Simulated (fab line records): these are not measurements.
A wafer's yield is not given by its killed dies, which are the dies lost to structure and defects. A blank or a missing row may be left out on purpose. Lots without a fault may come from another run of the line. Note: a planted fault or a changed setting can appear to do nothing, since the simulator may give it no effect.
fab line records + flow sky130
record:
- lots: 6
- wafers: 18
- last-day: 50
route steps=708 shown LI_CONTACT@371 LOCAL_INTERCONNECT@387
lots that met no fault: taken from a fault-free run of the same line
start-h: start of the lot's first displayed wafer, in hours after the record's first day + wait-h: hours from the lot's prior step to this one + " repeats the value in the row above + L1.1+2: a row that stands for several wafers + - either no value or no given start + * or withheld: withheld + < > ~ a bound
route shown NAME@n: NAME is a module with steps in the file, n the number in the route of the first one + usual: mean/standard deviation of fault-free wafers + same: alike in all rows + chamber/n: place in a boat + sites: per-site readings + _std_site: the values' standard deviation + _edge_site: outer sites' mean less inner sites' + radius-mm: how far each site lies from the wafer's centre + mask NAME#n: copy n + behind: the last tool/chamber to shape the wafer + hold: reason for holding the lot/hours on hold/outcome of the hold + device: transistor that didn't switch, given as n, p or np + end of line: the route-end tests of the same wafers + a step with no rows: only its recipe + killed: not the wafer's yield, but the dies lost to structure and defects at the first sort + map: shows each die of a wafer: x if killed, . if not, _ if none is there
set.NAME: the setting that was run; set.NAME@STEP: the one run at that earlier step + model.NAME: the simulator's own value behind a step, which no gauge read
lots at selected steps of the route; one table per step, one row per wafer
services: the hour from which a tool's chamber was out of use, counted from the record's first day as start-h (under 0 if before that day), plus the number of hours and why
== steps ==
step: SKY_LI_CONTACT_EXPOSE_09
recipe:
- mask-id: LICM1
- na: 0.8
- source-shape: annular
- sigma-inner: 0.55
- sigma-outer: 0.85
- target-cd-nm: 170
- dose-mj: 38
step: SKY_LI_CONTACT_PEB_10
recipe:
- peb-temp-c: withheld
- peb-time-s: withheld
- resist: KrF-thick
step: SKY_LI_CONTACT_DEVELOP_11
recipe:
- develop-time-s: 60
- resist: KrF-thick
- dev-temp-c: 21
step: SKY_LI_CONTACT_CD_MEAS_12
recipe:
- target-cd-nm: 170
usual:
- cd-nm: 169.5/1.6
| lot.wafer | tool      | chamber | start-h | wait-h | cd-nm |
|-----------|-----------|---------|---------|--------|-------|
| L129.2    | cd-sem-02 | -       | 669.59  | -      | 168.7 |
| L129.3    | "         | -       | "       | "      | 169.0 |
| L129.4    | "         | -       | "       | "      | 169.1 |
| L137.3    | cd-sem-02 | -       | 746.26  | -      | 170.3 |
| L137.4    | "         | -       | "       | "      | 169.7 |
| L137.5    | "         | -       | "       | "      | 170.2 |
| L139.2    | cd-sem-01 | -       | 757.44  | -      | 167.7 |
| L139.3    | "         | -       | "       | "      | 169.9 |
| L139.5    | "         | -       | "       | "      | 170.3 |
| L145.4    | cd-sem-01 | -       | 803.73  | -      | 170.1 |
| L145.5    | "         | -       | "       | "      | 169.5 |
| L145.6    | "         | -       | "       | "      | 170.8 |
| L147.2    | cd-sem-01 | -       | 817.39  | -      | 169.2 |
| L147.5    | "         | -       | "       | "      | 169.5 |
| L147.6    | "         | -       | "       | "      | 168.9 |
| L152.1    | cd-sem-02 | -       | 856.32  | -      | 170.1 |
| L152.3    | "         | -       | "       | "      | 170.8 |
| L152.5    | "         | -       | "       | "      | 170.9 |
step: SKY_LI_CONTACT_OVL_MEAS_13
usual:
- LI_CONTACT_OVL: -1/4.7
| lot.wafer | tool       | chamber | start-h | wait-h | LI_CONTACT_OVL[nm] |
|-----------|------------|---------|---------|--------|--------------------|
| L129.2    | overlay-01 | -       | 669.70  | 0.1    | 0                  |
| L129.3    | "          | -       | "       | "      | -6                 |
| L129.4    | "          | -       | "       | "      | -3                 |
| L137.3    | overlay-02 | -       | 746.35  | 0.1    | 5                  |
| L137.4    | "          | -       | "       | "      | 7                  |
| L137.5    | "          | -       | "       | "      | 3                  |
| L139.2    | overlay-01 | -       | 757.55  | 0.1    | 3                  |
| L139.3    | "          | -       | "       | "      | 3                  |
| L139.5    | "          | -       | "       | "      | 9                  |
| L145.4    | overlay-01 | -       | 803.81  | 0.1    | 3                  |
| L145.5    | "          | -       | "       | "      | -2                 |
| L145.6    | "          | -       | "       | "      | 1                  |
| L147.2    | overlay-02 | -       | 817.50  | 0.1    | -1                 |
| L147.5    | "          | -       | "       | "      | 1                  |
| L147.6    | "          | -       | "       | "      | -2                 |
| L152.1    | overlay-02 | -       | 856.44  | 0.1    | -1                 |
| L152.3    | "          | -       | "       | "      | -4                 |
| L152.5    | "          | -       | "       | "      | -7                 |
step: SKY_LI_CONTACT_ETCH_14
recipe:
- chemistry: N2/H2
- target: BARC
- ion-energy-ev: 200
- source-w: 500
- bias-w: 100
- pressure-mtorr: 30
- n2-flow-sccm: 100
- h2-flow-sccm: 200
- stop-on: SiO2
- time-s: 45.9
- target-depth-a: 600
step: SKY_LI_CONTACT_ETCH_15
recipe:
- target: PSG
- chemistry: C4F8/O2/Ar
- stop-on: Si
- taper-deg: 4.15
- mask-material: KrF-thick
- source-w: 1500
- bias-w: 1200
- pressure-mtorr: 40
- c4f8-flow-sccm: withheld
- O2_flow_sccm: 6
- Ar_flow_sccm: 300
- time-s: withheld
- target-depth-a: 6000
usual:
- oes-product-au: 0.837/0.0045
| lot.wafer | tool        | chamber | start-h | wait-h | oes-product-au |
|-----------|-------------|---------|---------|--------|----------------|
| L129.2    | rie-diel-01 | 1       | 669.77  | 0.0    | 0.835          |
| L129.3    | "           | 3       | "       | "      | 0.845          |
| L129.4    | "           | 0       | "       | "      | 0.839          |
| L137.3    | rie-diel-03 | 3       | 746.42  | 0.0    | 0.839          |
| L137.4    | "           | 0       | "       | "      | 0.839          |
| L137.5    | "           | 1       | "       | "      | 0.835          |
| L139.2    | rie-diel-03 | 3       | 757.62  | 0.0    | 0.839          |
| L139.3    | "           | 0       | "       | "      | 0.834          |
| L139.5    | "           | 3       | "       | "      | 0.841          |
| L145.4    | rie-diel-01 | 3       | 803.87  | 0.0    | 0.839          |
| L145.5    | "           | 2       | "       | "      | 0.837          |
| L145.6    | "           | 1       | "       | "      | 0.844          |
| L147.2    | rie-diel-02 | 1       | 817.57  | 0.0    | 0.836          |
| L147.5    | "           | 1       | "       | "      | 0.830          |
| L147.6    | "           | 2       | "       | "      | 0.838          |
| L152.1    | rie-diel-03 | 3       | 856.52  | 0.0    | 0.836          |
| L152.3    | "           | 1       | "       | "      | 0.839          |
| L152.5    | "           | 2       | "       | "      | 0.836          |
step: SKY_LI_CONTACT_STRIP_16
recipe:
- chemistry: O2/N2
- power-w: 1400
- pressure-mtorr: 1500
- platen-temp-c: withheld
- o2-flow-sccm: 3000
- n2-flow-sccm: 300
- overash-fraction: 0.5
usual:
- drypump-motor-current-A: 5.6/0.43
- oes-product-au: 0.376/0.0047
- strip-time-to-endpoint-s: 3.500/0.029
| lot.wafer | tool            | chamber | start-h | wait-h | drypump-motor-current-A | oes-product-au | rf-hours-counter-h | strip-time-to-endpoint-s |
|-----------|-----------------|---------|---------|--------|-------------------------|----------------|--------------------|--------------------------|
| L129.2    | plasma-asher-03 | 0       | 669.86  | -      | 4.9                     | 0.374          | 95                 | 3.536                    |
| L129.3    | "               | 0       | "       | "      | 4.9                     | 0.377          | -                  | 3.481                    |
| L129.4    | "               | 1       | "       | "      | 5.7                     | 0.375          | -                  | 3.516                    |
| L137.3    | plasma-asher-02 | 1       | 746.54  | -      | 5.8                     | 0.373          | -                  | 3.480                    |
| L137.4    | "               | 0       | "       | "      | 6.1                     | 0.377          | -                  | 3.474                    |
| L137.5    | "               | 0       | "       | "      | 6.1                     | 0.382          | -                  | 3.544                    |
| L139.2    | plasma-asher-03 | 1       | 757.71  | -      | 5.7                     | 0.375          | 1                  | 3.484                    |
| L139.3    | "               | 1       | "       | "      | 5.7                     | 0.370          | -                  | 3.443                    |
| L139.5    | "               | 0       | "       | "      | 4.9                     | 0.375          | -                  | 3.515                    |
| L145.4    | plasma-asher-04 | 1       | 803.99  | -      | 5.8                     | 0.375          | -                  | 3.509                    |
| L145.5    | "               | 1       | "       | "      | 5.8                     | 0.383          | -                  | 3.544                    |
| L145.6    | "               | 0       | "       | "      | 5.4                     | 0.381          | -                  | 3.546                    |
| L147.2    | plasma-asher-02 | 1       | 817.66  | -      | 5.7                     | 0.388          | 37                 | 3.531                    |
| L147.5    | "               | 1       | "       | "      | 5.7                     | 0.370          | -                  | 3.521                    |
| L147.6    | "               | 0       | "       | "      | 6.1                     | 0.380          | -                  | 3.529                    |
| L152.1    | plasma-asher-04 | 0       | 856.61  | -      | 5.4                     | 0.373          | 76                 | 3.456                    |
| L152.3    | "               | 1       | "       | "      | 5.8                     | 0.380          | -                  | 3.531                    |
| L152.5    | "               | 0       | "       | "      | 5.4                     | 0.372          | -                  | 3.482                    |
step: SKY_LI_CONTACT_CLEAN_17
recipe:
- chemistry: NMP
- time-s: 600
- temp-c: 60
- dry: n2-spin
step: SKY_LI_CONTACT_PRE_CLEAN_18
recipe:
- gas: Ar
- time-s: 5.6
- bias-v: 358
step: SKY_LI_CONTACT_SPUTTER_19
recipe:
- material: Ti
- target-thk-nm: 20
- chamber-pressure-pa: 5
- power-w: 2500
- substrate-temp-c: 200
- time-s: 106.37
usual:
- throttle-valve-pct: 30.3/1.1
| lot.wafer | tool           | chamber | start-h | wait-h | throttle-valve-pct |
|-----------|----------------|---------|---------|--------|--------------------|
| L129.2    | pvd-sputter-04 | -       | 670.15  | 0.0    | 29.0               |
| L129.3    | "              | -       | "       | "      | 32.7               |
| L129.4    | "              | -       | "       | "      | 29.2               |
| L137.3    | pvd-sputter-04 | -       | 746.80  | 0.0    | 29.3               |
| L137.4    | "              | -       | "       | "      | 31.4               |
| L137.5    | "              | -       | "       | "      | 29.0               |
| L139.2    | pvd-sputter-04 | -       | 758.00  | 0.0    | 32.4               |
| L139.3    | "              | -       | "       | "      | 31.6               |
| L139.5    | "              | -       | "       | "      | 29.0               |
| L145.4    | pvd-sputter-01 | -       | 804.25  | 0.0    | 30.8               |
| L145.5    | "              | -       | "       | "      | 31.1               |
| L145.6    | "              | -       | "       | "      | 29.4               |
| L147.2    | pvd-sputter-03 | -       | 817.97  | 0.0    | 29.6               |
| L147.5    | "              | -       | "       | "      | 29.8               |
| L147.6    | "              | -       | "       | "      | 30.0               |
| L152.1    | pvd-sputter-04 | -       | 856.90  | 0.0    | 31.9               |
| L152.3    | "              | -       | "       | "      | 32.4               |
| L152.5    | "              | -       | "       | "      | 32.6               |
step: SKY_LI_CONTACT_SPUTTER_20
recipe:
- material: TiN
- target-thk-nm: 20
- chamber-pressure-pa: 5
- power-w: 4000
- time-s: 80
usual:
- throttle-valve-pct: 30.3/1.1
| lot.wafer | tool           | chamber | start-h | wait-h | throttle-valve-pct |
|-----------|----------------|---------|---------|--------|--------------------|
| L129.2    | pvd-sputter-04 | -       | 670.23  | 0.0    | 29.0               |
| L129.3    | "              | -       | "       | "      | 32.4               |
| L129.4    | "              | -       | "       | "      | 29.4               |
| L137.3    | pvd-sputter-04 | -       | 746.88  | 0.0    | 29.3               |
| L137.4    | "              | -       | "       | "      | 31.6               |
| L137.5    | "              | -       | "       | "      | 28.9               |
| L139.2    | pvd-sputter-04 | -       | 758.08  | 0.0    | 32.3               |
| L139.3    | "              | -       | "       | "      | 31.6               |
| L139.5    | "              | -       | "       | "      | 29.0               |
| L145.4    | pvd-sputter-01 | -       | 804.33  | 0.0    | 31.0               |
| L145.5    | "              | -       | "       | "      | 31.3               |
| L145.6    | "              | -       | "       | "      | 29.3               |
| L147.2    | pvd-sputter-03 | -       | 818.04  | 0.0    | 29.4               |
| L147.5    | "              | -       | "       | "      | 29.7               |
| L147.6    | "              | -       | "       | "      | 29.9               |
| L152.1    | pvd-sputter-04 | -       | 856.98  | 0.0    | 31.8               |
| L152.3    | "              | -       | "       | "      | 32.3               |
| L152.5    | "              | -       | "       | "      | 32.4               |
step: SKY_LI_CONTACT_CVD_21
recipe:
- material: W
- target-thk-nm: 400
- time-s: 120.56
- temp-c: 400
- pressure-torr: 40
usual:
- heater-power-w: 839/64
- susceptor-temp-C: 399.94/0.25
| lot.wafer | tool     | chamber | start-h | wait-h | heater-power-w | susceptor-temp-C | model.W_of_LI_CONTACT_CVD_21.thk-nm |
|-----------|----------|---------|---------|--------|----------------|------------------|-------------------------------------|
| L129.2    | cvd-w-01 | 1       | 670.29  | 0.0    | 774            | 399.80           | 399.2                               |
| L129.3    | "        | 1       | "       | "      | 756            | 399.81           | 396.2                               |
| L129.4    | "        | 0       | "       | "      | 810            | 400.28           | 402.9                               |
| L137.3    | cvd-w-01 | 0       | 746.98  | 0.1    | 814            | 399.72           | 529                                 |
| L137.4    | "        | 1       | "       | "      | 770            | 399.66           | 392.6                               |
| L137.5    | "        | 1       | "       | "      | 769            | 399.60           | 390.2                               |
| L139.2    | cvd-w-01 | 0       | 758.14  | 0.0    | 809            | 399.56           | 536.8                               |
| L139.3    | "        | 1       | "       | "      | 752            | 400.22           | 397.2                               |
| L139.5    | "        | 1       | "       | "      | 761            | 400.12           | 401.7                               |
| L145.4    | cvd-w-02 | 0       | 804.43  | 0.1    | 910            | 399.82           | 392.4                               |
| L145.5    | "        | 1       | "       | "      | 848            | 400.09           | 407.6                               |
| L145.6    | "        | 0       | "       | "      | 977            | 399.90           | 397.9                               |
| L147.2    | cvd-w-02 | 1       | 818.10  | 0.0    | 858            | 400.02           | 408.5                               |
| L147.5    | "        | 1       | "       | "      | 871            | 400.13           | 411.1                               |
| L147.6    | "        | 0       | "       | "      | 927            | 399.65           | 392.5                               |
| L152.1    | cvd-w-01 | 0       | 857.04  | 0.0    | 813            | 399.94           | 397.3                               |
| L152.3    | "        | 0       | "       | "      | 819            | 400.15           | 396.6                               |
| L152.5    | "        | 1       | "       | "      | 770            | 399.75           | 393.5                               |
step: SKY_LI_CONTACT_RS_MEAS_22
recipe:
- thk-meas-gauge: four-point-probe
- reads: W_of_LI_CONTACT_CVD_21+TiN_of_LI_CONTACT_SPUTTER_20+Ti_of_LI_CONTACT_SPUTTER_19
usual:
- LI_CONTACT_W_RS: 0.286/0.0041
| lot.wafer | tool          | chamber | start-h | wait-h | LI_CONTACT_W_RS[ohm/sq] |
|-----------|---------------|---------|---------|--------|-------------------------|
| L129.2    | film-metro-02 | -       | 670.43  | 0.1    | 0.285                   |
| L129.3    | "             | -       | "       | "      | 0.288                   |
| L129.4    | "             | -       | "       | "      | 0.283                   |
| L137.3    | film-metro-02 | -       | 747.10  | 0.1    | 0.215                   |
| L137.4    | "             | -       | "       | "      | 0.290                   |
| L137.5    | "             | -       | "       | "      | 0.291                   |
| L139.2    | film-metro-02 | -       | 758.28  | 0.1    | 0.212                   |
| L139.3    | "             | -       | "       | "      | 0.287                   |
| L139.5    | "             | -       | "       | "      | 0.284                   |
| L145.4    | film-metro-02 | -       | 804.57  | 0.1    | 0.290                   |
| L145.5    | "             | -       | "       | "      | 0.279                   |
| L145.6    | "             | -       | "       | "      | 0.286                   |
| L147.2    | film-metro-04 | -       | 818.25  | 0.1    | 0.279                   |
| L147.5    | "             | -       | "       | "      | 0.277                   |
| L147.6    | "             | -       | "       | "      | 0.290                   |
| L152.1    | film-metro-01 | -       | 857.16  | 0.1    | 0.287                   |
| L152.3    | "             | -       | "       | "      | 0.287                   |
| L152.5    | "             | -       | "       | "      | 0.290                   |
step: SKY_LI_CONTACT_THK_MEAS_23
recipe:
- thk-meas-gauge: xrf
- reads: W_of_LI_CONTACT_CVD_21
usual:
- LI_CONTACT_W_THK: 407/7.1
| lot.wafer | tool          | chamber | start-h | wait-h | LI_CONTACT_W_THK[nm] |
|-----------|---------------|---------|---------|--------|----------------------|
| L129.2    | film-metro-02 | -       | 670.54  | 0.1    | 413                  |
| L129.3    | "             | -       | "       | "      | 408                  |
| L129.4    | "             | -       | "       | "      | 417                  |
| L137.3    | film-metro-02 | -       | 747.20  | 0.1    | 548                  |
| L137.4    | "             | -       | "       | "      | 401                  |
| L137.5    | "             | -       | "       | "      | 397                  |
| L139.2    | film-metro-02 | -       | 758.39  | 0.1    | 556                  |
| L139.3    | "             | -       | "       | "      | 407                  |
| L139.5    | "             | -       | "       | "      | 414                  |
| L145.4    | film-metro-02 | -       | 804.66  | 0.1    | 402                  |
| L145.5    | "             | -       | "       | "      | 421                  |
| L145.6    | "             | -       | "       | "      | 411                  |
| L147.2    | film-metro-04 | -       | 818.36  | 0.1    | 415                  |
| L147.5    | "             | -       | "       | "      | 416                  |
| L147.6    | "             | -       | "       | "      | 396                  |
| L152.1    | film-metro-01 | -       | 857.28  | 0.1    | 400                  |
| L152.3    | "             | -       | "       | "      | 402                  |
| L152.5    | "             | -       | "       | "      | 396                  |
step: SKY_LI_CONTACT_CMP_24
recipe:
- stop-on: PSG
- t-overpolish-s: 20
- down-force-psi: 3.5
- platen-rpm: 60
- target-thk-nm: 0
- pad-velocity-m-s: 0.94248
usual:
- edge-zone-pressure-frac: 1.000/0.0052
- motor-current-A: 11.2/0.94
- time-to-endpoint-s: 95/3.8
| lot.wafer | tool   | chamber | start-h | wait-h | edge-zone-pressure-frac | motor-current-A | time-to-endpoint-s |
|-----------|--------|---------|---------|--------|-------------------------|-----------------|--------------------|
| L129.2    | cmp-01 | 2       | 670.64  | 0.1    | 1.004                   | 11.9            | 99                 |
| L129.3    | "      | 3       | "       | "      | 0.994                   | 11.8            | 97                 |
| L129.4    | "      | 0       | "       | "      | 1.000                   | 11.7            | 95                 |
| L137.4    | cmp-01 | 1       | 747.28  | 0.1    | 1.000                   | 12.6            | 88                 |
| L137.3    | "      | 3       | "       | "      | 0.992                   | 12.0            | 120                |
| L137.5    | "      | 1       | "       | "      | 1.006                   | 12.0            | 86                 |
| L139.3    | cmp-01 | 2       | 758.49  | 0.1    | 0.994                   | 11.8            | 96                 |
| L139.2    | "      | 0       | "       | "      | 1.001                   | 11.8            | 131                |
| L139.5    | "      | 2       | "       | "      | 1.003                   | 12.0            | 98                 |
| L145.4    | cmp-01 | 2       | 804.69  | 0.0    | 1.002                   | 12.2            | 91                 |
| L145.6    | "      | 2       | "       | "      | 1.004                   | 12.5            | 89                 |
| L145.5    | "      | 3       | "       | "      | 1.004                   | 11.5            | 93                 |
| L147.2    | cmp-02 | 0       | 818.51  | 0.1    | 1.002                   | 9.6             | 99                 |
| L147.6    | "      | 2       | "       | "      | 0.996                   | 9.2             | 98                 |
| L147.5    | "      | 3       | "       | "      | 1.000                   | 11.0            | 103                |
| L152.1    | cmp-02 | 3       | 857.44  | 0.1    | 1.001                   | 10.3            | 99                 |
| L152.3    | "      | 0       | "       | "      | 0.998                   | 10.5            | 102                |
| L152.5    | "      | 1       | "       | "      | 1.002                   | 10.9            | 94                 |
step: SKY_LOCAL_INTERCONNECT_SPUTTER_00
recipe:
- material: TiN
- target-thk-nm: 100
- temp-c: 300
- power-w: 6500
- time-s: 83.3
- chamber-pressure-pa: 0.4
usual:
- susceptor-temp-C: 300.00/0.19
- throttle-valve-pct: 30.4/1.1
| lot.wafer | tool           | chamber | start-h | wait-h | susceptor-temp-C | throttle-valve-pct |
|-----------|----------------|---------|---------|--------|------------------|--------------------|
| L129.2    | pvd-sputter-01 | -       | 670.89  | 0.2    | 299.96           | 31.1               |
| L129.3    | "              | -       | "       | "      | 299.75           | 30.5               |
| L129.4    | "              | -       | "       | "      | 300.10           | 30.8               |
| L137.3    | pvd-sputter-02 | -       | 747.58  | 0.1    | 299.73           | 29.5               |
| L137.4    | "              | -       | "       | "      | 300.07           | 31.1               |
| L137.5    | "              | -       | "       | "      | 300.00           | 31.1               |
| L139.2    | pvd-sputter-02 | -       | 758.74  | 0.1    | 300.32           | 29.3               |
| L139.3    | "              | -       | "       | "      | 299.83           | 29.2               |
| L139.5    | "              | -       | "       | "      | 300.40           | 29.8               |
| L145.4    | pvd-sputter-04 | -       | 804.99  | 0.2    | 300.01           | 32.2               |
| L145.5    | "              | -       | "       | "      | 300.14           | 29.0               |
| L145.6    | "              | -       | "       | "      | 299.78           | 31.8               |
| L147.2    | pvd-sputter-02 | -       | 818.71  | 0.1    | 300.33           | 29.0               |
| L147.5    | "              | -       | "       | "      | 299.63           | 30.0               |
| L147.6    | "              | -       | "       | "      | 299.97           | 28.9               |
| L152.1    | pvd-sputter-01 | -       | 857.64  | 0.1    | 299.70           | 29.5               |
| L152.3    | "              | -       | "       | "      | 300.34           | 30.5               |
| L152.5    | "              | -       | "       | "      | 299.97           | 29.8               |
== services ==
| tool            | chamber | start-h | hours | kind   |
|-----------------|---------|---------|-------|--------|
| cvd-w-01        | -       | 652.05  | 6.9   | pm     |
| rie-diel-01     | 2       | 654.32  | 5.8   | repair |
| rie-diel-03     | -       | 686.08  | 1.0   | repair |
| rie-diel-03     | 3       | 692.95  | 2.6   | repair |
| plasma-asher-04 | -       | 707.04  | 2.8   | pm     |
| pvd-sputter-02  | -       | 726.87  | 1.1   | repair |
| cmp-01          | -       | 727.88  | 1.6   | repair |
| plasma-asher-03 | -       | 733.75  | 9.0   | pm     |
| cmp-02          | -       | 744.00  | 4.0   | pm     |
| rie-diel-01     | -       | 753.58  | 2.8   | pm     |
| plasma-asher-02 | -       | 758.22  | 2.8   | pm     |
| pvd-sputter-02  | -       | 769.38  | 2.1   | repair |
| cvd-w-02        | -       | 780.67  | 6.9   | pm     |
| cmp-02          | -       | 781.12  | 2.5   | repair |
| plasma-asher-03 | -       | 789.07  | 23.1  | repair |
| cmp-02          | -       | 791.38  | 7.0   | pm     |
| plasma-asher-03 | -       | 797.02  | 1.1   | repair |
| plasma-asher-04 | -       | 800.39  | 3.3   | repair |
| rie-diel-01     | 0       | 807.37  | 3.4   | repair |
| cmp-01          | -       | 807.81  | 5.0   | pm     |
| cmp-01          | -       | 813.17  | 1.7   | repair |
| rie-diel-03     | 0       | 826.05  | 93.0  | repair |
| pvd-sputter-04  | -       | 834.45  | 0.6   | repair |
| pvd-sputter-04  | -       | 837.07  | 1.5   | repair |
== key ==
first-sign:
- step: SKY_LI_CONTACT_RS_MEAS_22
- reading: LI_CONTACT_W_RS
- direction: down
- sigmas: 18
- usual: 0.286
- struck: 0.213
effect:
- step: SKY_LI_CONTACT_THK_MEAS_23
- reading: LI_CONTACT_W_THK
- direction: up
- sigmas: 20
- usual: 407
- struck: 552
effect:
- step: SKY_LI_CONTACT_CMP_24
- reading: time-to-endpoint-s
- direction: up
- sigmas: 8
- usual: *
- struck: *
model-effect:
- step: SKY_LI_CONTACT_CVD_21
- value: W_of_LI_CONTACT_CVD_21.thk-nm
- without: 400.8
- struck: 532.9
met-at SKY_LI_CONTACT_CVD_21
struck-wafers L137.3,L139.2
tester-left-out L137,L139
onset-between 670.29 746.98
fault:
- kind: process-parameter-drift
- tool: cvd-w-01
- chamber: 0
- onset-h: 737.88
- steps: SKY_LI_CONTACT_CVD_21
- channel: target-thk-nm
- offset: 132.11
- shape: step
- end-h: 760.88
- acts-in: these-recipes-only
- stated: 400
tester-left-out: of these lots the tester's yield and bins aren't shown, on N5 and GAA mostly nor the transistor test; their killed dies are dies lost to structure and defects alone, not to doping, threshold or leakage, so they don't give the yield
